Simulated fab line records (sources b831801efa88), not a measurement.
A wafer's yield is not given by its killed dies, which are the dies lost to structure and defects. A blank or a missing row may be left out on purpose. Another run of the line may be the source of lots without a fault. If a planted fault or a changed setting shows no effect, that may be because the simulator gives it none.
What tool caused it? / flow sky130 / 13 lots with 39 wafers sampled at 2 steps, on a route of 708 steps

== WHAT EACH GAUGE READ, for each wafer ==
SKY_VIA4_BOW_MEAS_03.
lot=L818; measured=day 43 17:14; on=film-metro-04; VIA4_BOW (um)=88 91 75
lot=L819; measured=day 43 20:46; on=film-metro-04; VIA4_BOW (um)=66 72 68
lot=L820; measured=day 44 10:59; on=film-metro-01; VIA4_BOW (um)=81 80 78
lot=L821; measured=day 44 17:41; on=film-metro-03; VIA4_BOW (um)=86 72 96
lot=L822; measured=day 44 22:32; on=film-metro-04; VIA4_BOW (um)=74 69 69
lot=L824; measured=day 45 03:47; on=film-metro-03; VIA4_BOW (um)=78 77 77
lot=L825; measured=day 45 15:22; on=film-metro-04; VIA4_BOW (um)=81 72 82
lot=L827; measured=day 45 23:45; on=film-metro-03; VIA4_BOW (um)=79 74 90
lot=L829; measured=day 46 07:19; on=film-metro-03; VIA4_BOW (um)=66 72 77
lot=L834; measured=day 47 14:14; on=film-metro-04; VIA4_BOW (um)=79 79 90
lot=L835; measured=day 47 20:13; on=film-metro-03; VIA4_BOW (um)=94 84 93
lot=L836; measured=day 48 04:00; on=film-metro-01; VIA4_BOW (um)=73 73 84
lot=L837; measured=day 48 06:37; on=film-metro-01; VIA4_BOW (um)=80 80 73

== EACH LOT AND THE TOOL THAT RAN IT (in order: tool; ch and the chambers of the sampled wafers; start) ==
lot=L818; SKY_METAL1_SPUTTER_04=pvd-sputter-02, day 33 17:41
lot=L819; SKY_METAL1_SPUTTER_04=pvd-sputter-02, day 33 23:18
lot=L820; SKY_METAL1_SPUTTER_04=pvd-sputter-01, day 34 14:00
lot=L821; SKY_METAL1_SPUTTER_04=pvd-sputter-02, day 34 21:32
lot=L822; SKY_METAL1_SPUTTER_04=pvd-sputter-02, day 35 05:23
lot=L824; SKY_METAL1_SPUTTER_04=pvd-sputter-02, day 35 10:12
lot=L825; SKY_METAL1_SPUTTER_04=pvd-sputter-03, day 36 00:20
lot=L827; SKY_METAL1_SPUTTER_04=pvd-sputter-02, day 36 13:06
lot=L829; SKY_METAL1_SPUTTER_04=pvd-sputter-02, day 36 20:16
lot=L834; SKY_METAL1_SPUTTER_04=pvd-sputter-03, day 38 12:02
lot=L835; SKY_METAL1_SPUTTER_04=pvd-sputter-01, day 38 18:10
lot=L836; SKY_METAL1_SPUTTER_04=pvd-sputter-01, day 39 02:49
lot=L837; SKY_METAL1_SPUTTER_04=pvd-sputter-03, day 39 07:59
- SKY_METAL1_SPUTTER_04: material TiN, target thk 70 nm, time 58.3 s.

== WHAT THE TOOLS THEMSELVES READ (means of the sampled wafers that have a number; where no wafer has one, the mark that the record gives instead) ==
SKY_METAL1_SPUTTER_04.
lot=L818; tool=pvd-sputter-02; throttle-valve-pct (%)=33.0
lot=L819; tool=pvd-sputter-02; throttle-valve-pct (%)=30.9
lot=L820; tool=pvd-sputter-01; throttle-valve-pct (%)=30.6
lot=L821; tool=pvd-sputter-02; throttle-valve-pct (%)=30.8
lot=L822; tool=pvd-sputter-02; throttle-valve-pct (%)=31.9
lot=L824; tool=pvd-sputter-02; throttle-valve-pct (%)=31.9
lot=L825; tool=pvd-sputter-03; throttle-valve-pct (%)=30.4
lot=L827; tool=pvd-sputter-02; throttle-valve-pct (%)=31.8
lot=L829; tool=pvd-sputter-02; throttle-valve-pct (%)=31.3
lot=L834; tool=pvd-sputter-03; throttle-valve-pct (%)=29.8
lot=L835; tool=pvd-sputter-01; throttle-valve-pct (%)=30.5
lot=L836; tool=pvd-sputter-01; throttle-valve-pct (%)=30.6
lot=L837; tool=pvd-sputter-03; throttle-valve-pct (%)=29.8

== THE ANSWER, worked out from the rows above alone ==
Rule: usual is defined by the lots themselves. Put in order of their means at a reading, lots are off if they are a third of the lots or fewer, leave a main group of 4 or more, and stand apart from it by a gap of 3 or more times the standard deviation of the main group's means; of several such gaps the widest counts. The tables above print the reading to a certain number of digits; a main group whose means all agree to those digits is not used. A lot without any number at a reading at which 4 lots or more have one is off too. Any other lot the step has rows for is counted as sound. After the gauges, taken in route order, come the tools' own readings; for these a lot's mean is taken, as printed above. At the first step where some lot is off, the reading lying furthest off is the one used; lots without a number count as furthest.
Across all readings shown, no lot is off: no conclusion can be drawn from this.

== WHAT WAS PUT IN BY THE SIMULATOR ==
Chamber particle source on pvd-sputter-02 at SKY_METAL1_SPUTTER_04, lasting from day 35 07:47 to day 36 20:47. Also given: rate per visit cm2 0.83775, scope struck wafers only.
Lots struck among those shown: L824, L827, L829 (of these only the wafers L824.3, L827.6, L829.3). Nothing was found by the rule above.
